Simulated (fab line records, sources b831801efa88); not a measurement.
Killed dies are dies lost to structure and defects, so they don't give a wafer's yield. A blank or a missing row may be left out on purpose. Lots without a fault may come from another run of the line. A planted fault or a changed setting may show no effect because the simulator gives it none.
Chamber matching | flow sky130 | SKY_VIA4_CMP_02 on cmp-01: 4 sister chambers
The step polishes SiO2. 4 wafers are shown with their chamber, then 12 later ones without.

WAFERS WITH THEIR CHAMBER
wafer  | chamber | motor_current_A (A)
L088.1 | 0       | 10.5
L092.1 | 3       | 14.6
L092.5 | 1       | 12.5
L092.6 | 2       | 14.1

WAFERS WITHOUT THEIR CHAMBER
wafer  | motor_current_A (A)
L091.1 | 14.1
L091.2 | 14.7
L091.3 | 13.3
L093.1 | 11.9
L093.2 | 13.7
L093.5 | 14.0
L094.1 | 14.7
L094.3 | 14.4
L094.4 | 10.5
L096.2 | 14.1
L096.3 | 12.2
L096.5 | 10.9

WHICH CHAMBER EACH WENT THROUGH
wafer  | from the rows above          | in truth
L091.1 | can't be placed: 2 or 3      | 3
L091.2 | can't be placed: 3 or 2      | 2
L091.3 | can't be placed: 2 or 1 or 3 | 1
L093.1 | 1                            | 1
L093.2 | can't be placed: 2 or 3      | 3
L093.5 | can't be placed: 2 or 3      | 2
L094.1 | can't be placed: 3 or 2      | 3
L094.3 | can't be placed: 3 or 2      | 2
L094.4 | 0                            | 0
L096.2 | can't be placed: 2 or 3      | 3
L096.3 | 1                            | 1
L096.5 | 0                            | 0
Placed correctly: 4 of 12. Can't be placed from these rows: 8 (the true chamber is among the candidates in 8). Placed wrongly: 0.
How it was worked out, from the rows above alone: a wafer's distance from a chamber is the root of the sum, over the readings, of the square of ((its reading less the chamber's mean) divided by the reading's scatter). The wafer belongs to the nearest chamber; if the next one is less than 2 further off, it can't be placed. A chamber's mean is the mean of its shown wafers. The scatter: with one shown wafer a chamber, the root of the mean of the squares of how far each hidden wafer lies from its nearest shown one.
